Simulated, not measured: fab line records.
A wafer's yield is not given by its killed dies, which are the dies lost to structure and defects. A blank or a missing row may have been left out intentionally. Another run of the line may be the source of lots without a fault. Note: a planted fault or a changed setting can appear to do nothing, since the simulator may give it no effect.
Which tool did it? / flow sky130 / 13 lots, 39 wafers sampled, at 3 steps of a route of 708

== WHAT EACH GAUGE READ, for each wafer ==
SKY_FIELD_ISO_THK_MEAS_02.
lot=L117; measured=day 1 11:38; on=filmMetro-03; FIELD_ISO_OXIDATION_00_THK (nm)=11.72 11.80 11.68
lot=L118; measured=day 1 16:38; on=filmMetro-04; FIELD_ISO_OXIDATION_00_THK (nm)=11.90 11.93 12.11
lot=L119; measured=day 1 22:29; on=filmMetro-04; FIELD_ISO_OXIDATION_00_THK (nm)=11.95 12.06 11.82
lot=L120; measured=day 2 03:44; on=filmMetro-03; FIELD_ISO_OXIDATION_00_THK (nm)=12.12 11.86 12.11
lot=L121; measured=day 2 08:20; on=filmMetro-03; FIELD_ISO_OXIDATION_00_THK (nm)=11.51 11.44 11.61
lot=L129; measured=day 4 01:10; on=filmMetro-03; FIELD_ISO_OXIDATION_00_THK (nm)=12.35 12.46 12.22
lot=L130; measured=day 4 05:19; on=filmMetro-03; FIELD_ISO_OXIDATION_00_THK (nm)=12.05 11.92 11.98
lot=L131; measured=day 4 09:38; on=filmMetro-02; FIELD_ISO_OXIDATION_00_THK (nm)=12.05 12.02 11.98
lot=L132; measured=day 4 15:10; on=filmMetro-04; FIELD_ISO_OXIDATION_00_THK (nm)=11.48 11.81 11.66
lot=L136; measured=day 5 11:29; on=filmMetro-03; FIELD_ISO_OXIDATION_00_THK (nm)=11.82 11.98 11.73
lot=L138; measured=day 5 21:31; on=filmMetro-03; FIELD_ISO_OXIDATION_00_THK (nm)=11.83 11.71 11.88
lot=L139; measured=day 6 04:19; on=filmMetro-02; FIELD_ISO_OXIDATION_00_THK (nm)=11.76 11.78 11.87
lot=L140; measured=day 6 08:37; on=filmMetro-02; FIELD_ISO_OXIDATION_00_THK (nm)=12.12 12.15 11.96

SKY_FIELD_ISO_THK_MEAS_25.
lot=L117; measured=day 2 07:18; on=filmMetro-02; FIELD_ISO_CVD_24_THK (nm)=592 599 592
lot=L118; measured=day 2 12:37; on=filmMetro-04; FIELD_ISO_CVD_24_THK (nm)=603 595 594
lot=L119; measured=day 2 17:25; on=filmMetro-04; FIELD_ISO_CVD_24_THK (nm)=590 603 588
lot=L120; measured=day 3 00:17; on=filmMetro-02; FIELD_ISO_CVD_24_THK (nm)=593 593 591
lot=L121; measured=day 3 04:52; on=filmMetro-02; FIELD_ISO_CVD_24_THK (nm)=596 593 606
lot=L129; measured=day 4 23:23; on=filmMetro-02; FIELD_ISO_CVD_24_THK (nm)=588 586 591
lot=L130; measured=day 5 04:24; on=filmMetro-04; FIELD_ISO_CVD_24_THK (nm)=588 592 590
lot=L131; measured=day 5 08:23; on=filmMetro-03; FIELD_ISO_CVD_24_THK (nm)=602 595 603
lot=L132; measured=day 5 12:46; on=filmMetro-02; FIELD_ISO_CVD_24_THK (nm)=596 598 595
lot=L136; measured=day 6 11:34; on=filmMetro-02; FIELD_ISO_CVD_24_THK (nm)=587 592 585
lot=L138; measured=day 6 22:56; on=filmMetro-03; FIELD_ISO_CVD_24_THK (nm)=585 583 584
lot=L139; measured=day 7 03:34; on=filmMetro-02; FIELD_ISO_CVD_24_THK (nm)=591 587 586
lot=L140; measured=day 7 09:10; on=filmMetro-04; FIELD_ISO_CVD_24_THK (nm)=603 593 592

== WHICH TOOL RAN EACH LOT (tool, then ch and the chambers of the sampled wafers, then the start) ==
lot=L117; SKY_FIELD_ISO_COAT_08=lithoTrack-03 ch 0, day 1 21:00
lot=L118; SKY_FIELD_ISO_COAT_08=lithoTrack-03 ch 0, day 2 01:00
lot=L119; SKY_FIELD_ISO_COAT_08=lithoTrack-04 ch 0, day 2 07:00
lot=L120; SKY_FIELD_ISO_COAT_08=lithoTrack-03 ch 0, day 2 13:00
lot=L121; SKY_FIELD_ISO_COAT_08=lithoTrack-03 ch 0, day 2 17:00
lot=L129; SKY_FIELD_ISO_COAT_08=lithoTrack-04 ch 0, day 4 11:00
lot=L130; SKY_FIELD_ISO_COAT_08=lithoTrack-03 ch 0, day 4 16:00
lot=L131; SKY_FIELD_ISO_COAT_08=lithoTrack-04 ch 0, day 4 21:00
lot=L132; SKY_FIELD_ISO_COAT_08=lithoTrack-03 ch 0, day 5 01:00
lot=L136; SKY_FIELD_ISO_COAT_08=lithoTrack-02 ch 0, day 5 22:00
lot=L138; SKY_FIELD_ISO_COAT_08=lithoTrack-02 ch 0, day 6 08:00
lot=L139; SKY_FIELD_ISO_COAT_08=lithoTrack-03 ch 0, day 6 15:00
lot=L140; SKY_FIELD_ISO_COAT_08=lithoTrack-02 ch 0, day 6 20:00
- SKY_FIELD_ISO_COAT_08: resist thk 450 nm.

== WHAT THE TOOLS THEMSELVES READ (means of the sampled wafers that have a number; where no wafer has one, the mark that the record gives instead) ==
SKY_FIELD_ISO_COAT_08.
lot=L117; tool=lithoTrack-03; chillPlateTempC (C)=23.11; resistLineTempC (C)=22.98; spinSpeedRpm (rpm)=3001.3
lot=L118; tool=lithoTrack-03; chillPlateTempC (C)=22.91; resistLineTempC (C)=22.82; spinSpeedRpm (rpm)=3002.2
lot=L119; tool=lithoTrack-04; chillPlateTempC (C)=23.17; resistLineTempC (C)=22.92; spinSpeedRpm (rpm)=3000.3
lot=L120; tool=lithoTrack-03; chillPlateTempC (C)=22.89; resistLineTempC (C)=22.96; spinSpeedRpm (rpm)=3001.8
lot=L121; tool=lithoTrack-03; chillPlateTempC (C)=22.97; resistLineTempC (C)=23.04; spinSpeedRpm (rpm)=3000.2
lot=L129; tool=lithoTrack-04; chillPlateTempC (C)=23.04; resistLineTempC (C)=23.03; spinSpeedRpm (rpm)=3057.3
lot=L130; tool=lithoTrack-03; chillPlateTempC (C)=23.08; resistLineTempC (C)=22.86; spinSpeedRpm (rpm)=2998.9
lot=L131; tool=lithoTrack-04; chillPlateTempC (C)=23.10; resistLineTempC (C)=23.06; spinSpeedRpm (rpm)=3058.6
lot=L132; tool=lithoTrack-03; chillPlateTempC (C)=23.06; resistLineTempC (C)=22.95; spinSpeedRpm (rpm)=2999.8
lot=L136; tool=lithoTrack-02; chillPlateTempC (C)=23.16; resistLineTempC (C)=23.08; spinSpeedRpm (rpm)=2998.6
lot=L138; tool=lithoTrack-02; chillPlateTempC (C)=22.89; resistLineTempC (C)=22.92; spinSpeedRpm (rpm)=2999.5
lot=L139; tool=lithoTrack-03; chillPlateTempC (C)=23.04; resistLineTempC (C)=23.02; spinSpeedRpm (rpm)=3001.1
lot=L140; tool=lithoTrack-02; chillPlateTempC (C)=22.82; resistLineTempC (C)=22.98; spinSpeedRpm (rpm)=2999.9

== THE ANSWER, worked out from the rows above alone ==
Rule: what is usual is taken from the lots themselves. Put in order of their means at a reading, lots are off if they are a third of the lots or fewer, leave a main group of 4 or more, and stand apart from it by a gap of 3 or more times the standard deviation of the main group's means; of several such gaps the widest counts. If all means in a main group match to the digits the tables above print for the reading, that group is not used. A lot without any number at a reading at which 4 lots or more have one is off too. All remaining lots with rows at the step are treated as sound. The gauges are gone through in route order, then the tools' own readings, and for those a lot's mean is taken as printed above. The first step at which some lot is off is used, and at that step the reading that is off furthest; a lot without a number counts as furthest.
Off at SKY_FIELD_ISO_COAT_08 (spinSpeedRpm): L129, L131. Mean 3000.3 rpm and standard deviation 1.1 in the main group.
If a tool, at that step or one of the process steps before it, ran each lot that is off and ran no sound lot following the first of them, it fits. One candidate fits, namely lithoTrack-04 at SKY_FIELD_ISO_COAT_08. A fault onset in the window from L119 (day 2 07:00, its last sound lot) to L129 (day 4 11:00, its first lot off) fits.
The tool's own readings at SKY_FIELD_ISO_COAT_08 bear it out: on the lots that are off they differ by more than 5 times the standard deviation of the sound lots' means. spinSpeedRpm reads 3057.9 rpm there against 3000.3 rpm on the sound lots.

== WHAT HAD BEEN PUT IN BY THE SIMULATOR ==
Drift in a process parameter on lithoTrack-04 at SKY_FIELD_ISO_COAT_08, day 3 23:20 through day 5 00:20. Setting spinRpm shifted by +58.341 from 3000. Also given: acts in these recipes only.
Lots struck among those shown: L129, L131. The rule above reached the same finding.
